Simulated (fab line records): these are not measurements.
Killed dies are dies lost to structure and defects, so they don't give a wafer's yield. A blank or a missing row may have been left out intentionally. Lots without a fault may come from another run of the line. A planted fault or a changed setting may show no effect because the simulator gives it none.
fab line records | flow sky130
record: lots: 6 wafers: 18 lastDay: 50
route steps=708 shown POLY_GATE@235 LDD_N@237
lots that met no fault: from a run of the same line without faults
startH: start of the lot's first displayed wafer, in hours after the record's first day | waitH: how many hours have passed since the lot's step before this one | " repeats the value in the row above | L1.1+2: a single row standing in for several wafers | - value missing, or start not given | * or withheld: withheld | < > ~ a bound
route shown NAME@n: names a module that has steps shown in the file, with the first one's number in the route | usual: average and standard deviation across the fault-free wafers | same: alike in all rows | chamber/n: place in a boat | sites: per-site readings | _std_site: how widely they spread, as a standard deviation | _edge_site: outer sites' mean less inner sites' | radiusMm: for every site, how far away it sits from the centre of the wafer | mask NAME#n: copy n | behind: the most recent tool/chamber to have shaped the wafer | hold: why the lot was held/for how many hours/how that ended | device: transistor that didn't switch, given as n, p or np | end of line: tests run on the same wafers once the route is complete | for a step that has no rows: nothing shown but its recipe | killed: at the first sort, the dies lost to defects and structure; wafer yield is something else | map: shows each die of a wafer: x if killed, . if not, _ if none is there
set.NAME: the setting that was run; set.NAME@STEP: the one run at that earlier step | model.NAME: the simulator's own value behind a step, which no gauge read
lots seen at some steps along the route; tables by step, rows by wafer
services: a tool's chamber out of use, with start hour (startH, from the record's first day; less than 0 if before it), hours out, and reason
== steps ==
step: SKY_POLY_GATE_THK_MEAS_21
recipe: reads: SiO2_of_POLY_GATE_OXIDATION_20
usual: POLY_GATE_OXIDATION_THK: 3.99/0.1
columns lot.wafer tool chamber startH waitH POLY_GATE_OXIDATION_THK[nm]
L216.1 filmMetro-03 - 433.73 0.0 3.92
L216.5 " - " " 3.87
L216.6 " - " " 3.90
L218.1 filmMetro-02 - 454.95 0.0 3.99
L218.4 " - " " 3.96
L218.5 " - " " 4.01
L221.1 filmMetro-03 - 481.71 0.0 3.93
L221.2 " - " " 3.96
L221.5 " - " " 3.95
L226.1 filmMetro-02 - 541.73 0.0 4.09
L226.4 " - " " 4.00
L226.5 " - " " 3.97
L228.2 filmMetro-02 - 550.84 0.0 3.96
L228.3 " - " " 3.87
L228.4 " - " " 3.94
L232.1 filmMetro-02 - 569.21 0.0 4.17
L232.3 " - " " 4.14
L232.4 " - " " 4.15
step: SKY_POLY_GATE_CD_MEAS_22
usual: cdNm: 149.7/1.9
columns lot.wafer tool chamber startH waitH cdNm
L216.1 cdSem-01 - 433.79 0.1 154.0
L216.5 " - " " 151.8
L216.6 " - " " 153.7
L218.1 cdSem-01 - 455.01 0.1 152.5
L218.4 " - " " 149.4
L218.5 " - " " 149.6
L221.1 cdSem-01 - 481.77 0.1 150.7
L221.2 " - " " 151.0
L221.5 " - " " 151.3
L226.1 cdSem-01 - 541.79 0.1 148.5
L226.4 " - " " 147.5
L226.5 " - " " 147.8
L228.2 cdSem-01 - 550.92 0.1 152.6
L228.3 " - " " 153.8
L228.4 " - " " 153.0
L232.1 cdSem-02 - 569.27 0.1 148.9
L232.3 " - " " 149.1
L232.4 " - " " 148.6
step: SKY_LDD_N_DEHYDRATE_00
recipe: tempC: 200 timeS: 60
step: SKY_LDD_N_HMDS_01
recipe: primeTimeS: 60 primeTempC: 120
step: SKY_LDD_N_COAT_02
recipe: resist: NOVOLAK spinRpm: 3000 resistThkNm: 300
step: SKY_LDD_N_SOFTBAKE_03
recipe: tempC: 90 timeS: 60 resist: NOVOLAK
step: SKY_LDD_N_EXPOSE_04
recipe: maskId: NTM targetCdNm: 840 na: 0.6 sourceShape: conventional sigmaOuter: 0.6 doseMj: 110
step: SKY_LDD_N_PEB_05
recipe: tempC: withheld timeS: * resist: NOVOLAK
step: SKY_LDD_N_DEVELOP_06
recipe: developTimeS: 60 devTempC: 23
step: SKY_LDD_N_OVL_MEAS_07
usual: LDD_N_OVL: 0.4/1
columns lot.wafer tool chamber startH waitH LDD_N_OVL[nm]
L216.1 overlay-01 - 464.25 0.1 0.2
L216.5 " - " " 1.3
L216.6 " - " " -0.2
L218.1 overlay-02 - 485.59 0.1 0.0
L218.4 " - " " 1.7
L218.5 " - " " -0.6
L221.1 overlay-02 - 512.57 0.1 -1.3
L221.2 " - " " 0.0
L221.5 " - " " 0.0
L226.1 overlay-02 - 571.59 0.1 1.6
L226.4 " - " " 1.3
L226.5 " - " " 0.4
L228.2 overlay-01 - 580.66 0.1 -0.1
L228.3 " - " " -0.8
L228.4 " - " " -0.8
L232.1 overlay-01 - 598.69 0.1 0.0
L232.3 " - " " -0.2
L232.4 " - " " 0.2
step: SKY_LDD_N_IMPLANT_08
recipe: species: As energyKev: 20 doseCm2: 7.5e+13 tiltDeg: withheld rotationDeg: 23
step: SKY_LDD_N_IMPLANT_09
recipe: species: As energyKev: 20 doseCm2: 7.5e+13 tiltDeg: withheld rotationDeg: 113
step: SKY_LDD_N_IMPLANT_10
recipe: species: As energyKev: 20 doseCm2: 7.5e+13 tiltDeg: withheld rotationDeg: 203
usual: beamEnergyKeV: 20.001/0.006 beamOnS: 10.00/0.19 faradayCurrentUA: 423/7.9 implantIonAmu: 75/0
columns lot.wafer tool chamber startH waitH beamEnergyKeV beamOnS faradayCurrentUA implantIonAmu
L216.1 implanter-03 0 464.59 0.1 20.002 10.09 419 75
L216.5 " 0 " " 20.007 9.61 437 75
L216.6 " 0 " " 19.994 9.46 443 75
L218.1 implanter-01 0 485.92 0.1 20.006 10.18 416 75
L218.4 " 0 " " 19.998 10.34 410 75
L218.5 " 0 " " 19.999 10.32 412 75
L221.1 implanter-01 0 512.91 0.1 19.992 9.75 432 75
L221.2 " 0 " " 19.999 9.80 430 75
L221.5 " 0 " " 19.998 10.09 420 75
L226.1 implanter-02 - 571.92 0.1 - - - -
L226.4 " - " " - - - -
L226.5 " - " " - - - -
L228.2 implanter-01 - 581.01 0.1 - - - -
L228.3 " - " " - - - -
L228.4 " - " " - - - -
L232.1 implanter-01 0 599.02 0.1 20.003 9.88 428 75
L232.3 " 0 " " 20.007 10.21 414 75
L232.4 " 0 " " 20.004 10.03 423 75
step: SKY_LDD_N_IMPLANT_11
recipe: species: As energyKev: 20 doseCm2: 7.5e+13 tiltDeg: withheld rotationDeg: 293
step: SKY_LDD_N_IMPLANT_12
recipe: species: BF2 energyKev: 50 doseCm2: 5e+12 tiltDeg: 30 rotationDeg: 0
step: SKY_LDD_N_IMPLANT_13
recipe: species: BF2 energyKev: 50 doseCm2: 5e+12 tiltDeg: 30 rotationDeg: 90
step: SKY_LDD_N_IMPLANT_14
recipe: species: BF2 energyKev: 50 doseCm2: 5e+12 tiltDeg: 30 rotationDeg: 180
step: SKY_LDD_N_IMPLANT_15
recipe: species: BF2 energyKev: 50 doseCm2: 5e+12 tiltDeg: 30 rotationDeg: 270
step: SKY_LDD_N_STRIP_16
recipe: chemistry: O2/N2 powerW: 1400 pressureMtorr: 1500 platenTempC: withheld o2FlowSccm: 3000 n2FlowSccm: 300 overashFraction: 0.5
usual: drypumpMotorCurrentA: 5.8/0.44 oesProductAu: 0.407/0.0051 stripTimeToEndpointS: 4.320/0.015
columns lot.wafer tool chamber startH waitH drypumpMotorCurrentA oesProductAu rfHoursCounterH stripTimeToEndpointS
L216.1 plasmaAsher-04 1 465.49 0.1 5.9 0.412 35 4.308
L216.5 " 0 " " 5.7 0.410 - 4.312
L216.6 " 1 " " 5.9 0.410 - 4.322
L218.1 plasmaAsher-03 1 486.82 0.1 5.8 0.401 77 4.304
L218.4 " 0 " " 6.4 0.404 - 4.309
L218.5 " 1 " " 5.8 0.408 - 4.318
L221.1 plasmaAsher-04 0 513.81 0.1 5.7 0.407 40 4.318
L221.2 " 1 " " 5.9 0.403 40 4.319
L221.5 " 0 " " 5.7 0.396 - 4.334
L226.1 plasmaAsher-04 1 572.82 0.1 5.9 0.408 45 4.129
L226.4 " 1 " " 5.9 0.410 - 4.145
L226.5 " 1 " " 5.9 0.409 - 4.132
L228.2 plasmaAsher-01 0 581.89 0.1 5.1 0.409 78 4.174
L228.3 " 1 " " 5.7 0.412 - 4.157
L228.4 " 0 " " 5.1 0.403 - 4.143
L232.1 plasmaAsher-03 0 599.92 0.1 6.5 0.411 88 4.331
L232.3 " 0 " " 6.5 0.412 - 4.329
L232.4 " 1 " " 5.8 0.406 - 4.314
step: SKY_LDD_N_TW_MEAS_17
usual: LDD_N_TW: 2577/22
columns lot.wafer tool chamber startH waitH hold LDD_N_TW
L216.1 filmMetro-03 - 465.59 0.1 - 2606
L216.5 " - " " - 2608
L216.6 " - " " - 2613
L218.1 filmMetro-01 - 486.92 0.1 - 2559
L218.4 " - " " - 2557
L218.5 " - " " - 2570
L221.1 filmMetro-04 - 513.91 0.1 - 2537
L221.2 " - " " - 2547
L221.5 " - " " - 2555
L226.1 filmMetro-03 - 572.92 0.1 awaitDispo/0.2h/release 2439
L226.4 " - " " awaitDispo/0.2h/release 2445
L226.5 " - " " awaitDispo/0.2h/release 2454
L226.1 filmMetro-03 - 573.16 0.2 - 2440
L226.4 " - " " - 2440
L226.5 " - " " - 2454
L228.2 filmMetro-03 - 582.00 0.1 awaitDispo/0.2h/release 2452
L228.3 " - " " awaitDispo/0.2h/release 2447
L228.4 " - " " awaitDispo/0.2h/release 2449
L228.2 filmMetro-03 - 582.23 0.2 - 2444
L228.3 " - " " - 2448
L228.4 " - " " - 2448
L232.1 filmMetro-03 - 600.02 0.1 - 2597
L232.3 " - " " - 2604
L232.4 " - " " - 2598
== services ==
columns tool chamber startH hours kind
implanter-03 - 457.98 5.5 pm
implanter-01 - 458.81 1.2 repair
implanter-03 - 480.60 6.3 repair
plasmaAsher-03 - 501.43 2.8 pm
implanter-03 - 585.79 9.0 pm
plasmaAsher-04 - 595.33 1.9 repair
== key ==
firstSign: step: SKY_LDD_N_IMPLANT_10 reading: toolRecord direction: missing
effect: step: SKY_LDD_N_STRIP_16 reading: stripTimeToEndpointS direction: down sigmas: 11 usual: * struck: *
effect: step: SKY_LDD_N_TW_MEAS_17 reading: visit direction: added
effect: step: SKY_LDD_N_TW_MEAS_17 reading: LDD_N_TW direction: down sigmas: 5.7 usual: 2577 struck: 2448
metAt SKY_LDD_N_IMPLANT_10
struckWafers L226.1,L226.4,L226.5,L228.2,L228.3,L228.4
laterRowsLeftOut L226.1,L226.4,L226.5,L228.2,L228.3,L228.4
sortLeftOut L226.1,L226.4,L226.5,L228.2,L228.3,L228.4
testerLeftOut L226,L228
onsetBetween 512.91 571.92
fault: kind: skippedStepWhole tool: implanter-01,implanter-02 chamber: - onsetH: 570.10 steps: SKY_LDD_N_IMPLANT_10 scope: struckLotsOnly
testerLeftOut: of these lots the tester's yield and bins aren't shown, on N5 and GAA mostly nor the transistor test; their killed dies are dies lost to structure and defects alone, not to doping, threshold or leakage, so they don't give the yield
sortLeftOut: the simulated sort isn't trusted on such a fault, so these wafers' sort isn't shown, and their yield isn't known
laterRowsLeftOut: the simulator's readings of these wafers behind a module that went badly wrong aren't trusted and aren't shown, but for the sort
